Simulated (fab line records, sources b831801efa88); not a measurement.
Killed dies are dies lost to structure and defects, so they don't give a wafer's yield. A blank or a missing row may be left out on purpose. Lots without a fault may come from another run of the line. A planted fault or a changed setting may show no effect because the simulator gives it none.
A struck lot beside a sound one | flow sky130 | 18 steps out of a route of 708
Sound: wafers L456.3, L456.4, L456.5. Struck: wafers L467.1, L467.4, L467.5. The cause comes at the end.
At each step with rows: each side's tool, then ch and its chambers, then its first start. Under that, the readings that differ: sound wafers | struck wafers | difference of the means | sigmas: that difference in standard deviations of wafers without a fault.
alike: readings whose means differ by less than 2 such deviations, and words and numbers that are the same on both sides. not compared: withheld readings, readings that some wafer has no value for, bounds like >300 that may hide the same value, and numbers for which the record gives no deviation and whose values overlap.
The two part at a step that has a row with sigmas, a row that says differs or no value, or rows on one side only. Numbers that don't overlap but have no deviation are shown without sigmas and don't part them. A reading that every wafer of one side lacks parts them only if that side has two wafers or more.

first, 4 steps without rows for these wafers: SKY_VT_ADJUST_PCH_SOFTBAKE_03; SKY_VT_ADJUST_PCH_EXPOSE_04 (exposes mask NWM, target cd 840 nm); SKY_VT_ADJUST_PCH_PEB_05; SKY_VT_ADJUST_PCH_DEVELOP_06 (develop time 60 s).
SKY_VT_ADJUST_PCH_OVL_MEAS_07:
  sound on overlay-01, day 11 21:25; struck on overlay-01, day 15 08:34
  alike: VT_ADJUST_PCH_OVL
then, 1 step without rows for these wafers: SKY_VT_ADJUST_PCH_IMPLANT_08.
SKY_VT_ADJUST_PCH_STRIP_09: strips in O2/N2.
  sound on plasma_asher-02 ch 0,1, day 11 21:37; struck on plasma_asher-03 ch 0, day 15 08:45
  alike: drypump_motor_current_A, o2_flow_sccm, oes_product_au, strip_time_to_endpoint_s
  not compared: rf_hours_counter_h
SKY_VT_ADJUST_PCH_TW_MEAS_10:
  sound on film_metro-03, day 11 21:43; struck on film_metro-02, day 15 08:51
  alike: VT_ADJUST_PCH_TW
then, 3 steps without rows for these wafers: SKY_SONOS_TUNNEL_DEHYDRATE_00 (time 60 s); SKY_SONOS_TUNNEL_HMDS_01 (prime time 60 s); SKY_SONOS_TUNNEL_COAT_02 (resist thk 1140 nm).
SKY_SONOS_TUNNEL_SOFTBAKE_03: time 61.83 s.
  sound on litho_track-03 ch 0, day 12 09:41; struck on litho_track-02 ch 0, day 15 22:23
  alike: plate_sensor_t_centre_C, plate_sensor_t_edge_C, resist_line_temp_C
SKY_SONOS_TUNNEL_EXPOSE_04: exposes mask TUNM, target cd 410 nm.
  sound on iline_stepper-01 ch 0, day 12 09:49; struck on iline_stepper-01 ch 0, day 15 22:40
  reading              | sound                | struck               | difference | sigmas
  exposure_dose_mJ_cm2 | 136.01 135.75 136.06 | 129.92 129.99 129.76 | -6.05      | -43
  alike: mask
then, 2 steps without rows for these wafers: SKY_SONOS_TUNNEL_PEB_05; SKY_SONOS_TUNNEL_DEVELOP_06 (develop time 60 s).
SKY_SONOS_TUNNEL_CD_MEAS_07: target cd 410 nm.
  sound on cd_sem-01, day 12 21:44; struck on cd_sem-01, day 16 12:08
  reading    | sound             | struck            | difference | sigmas
  cd_nm (nm) | 410.9 409.2 409.6 | 396.4 394.0 396.7 | -14.2      | -6
SKY_SONOS_TUNNEL_OVL_MEAS_08:
  sound on overlay-01, day 12 21:49; struck on overlay-02, day 16 12:16
  alike: SONOS_TUNNEL_OVL
-- the record jumps here: 33 days lie between the struck wafers' starts before and after (it left off in module SONOS_TUNNEL and takes up again in module PAD_OPEN, whose first step shown is number 708 of the route) --
SKY_PAD_OPEN_PROBE_99:
  sound on prober-01, day 47 05:14; struck on prober-02, day 49 18:36
  alike: killed_at_M0_to_M3, killed_at_M4_up, killed_at_contacts, killed_at_front_end, killed_at_other, killed_dies, killed_open, killed_short

WHERE THEY PART
First at SKY_SONOS_TUNNEL_EXPOSE_04; last, within this record, at SKY_SONOS_TUNNEL_CD_MEAS_07. Later steps at which nothing parts them and some readings are alike: SKY_SONOS_TUNNEL_OVL_MEAS_08, SKY_PAD_OPEN_PROBE_99.

WHY: what the simulator had put in
Process parameter drift: iline_stepper-01, from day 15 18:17 on, at SKY_SONOS_TUNNEL_EXPOSE_04. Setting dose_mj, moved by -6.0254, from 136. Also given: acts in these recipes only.
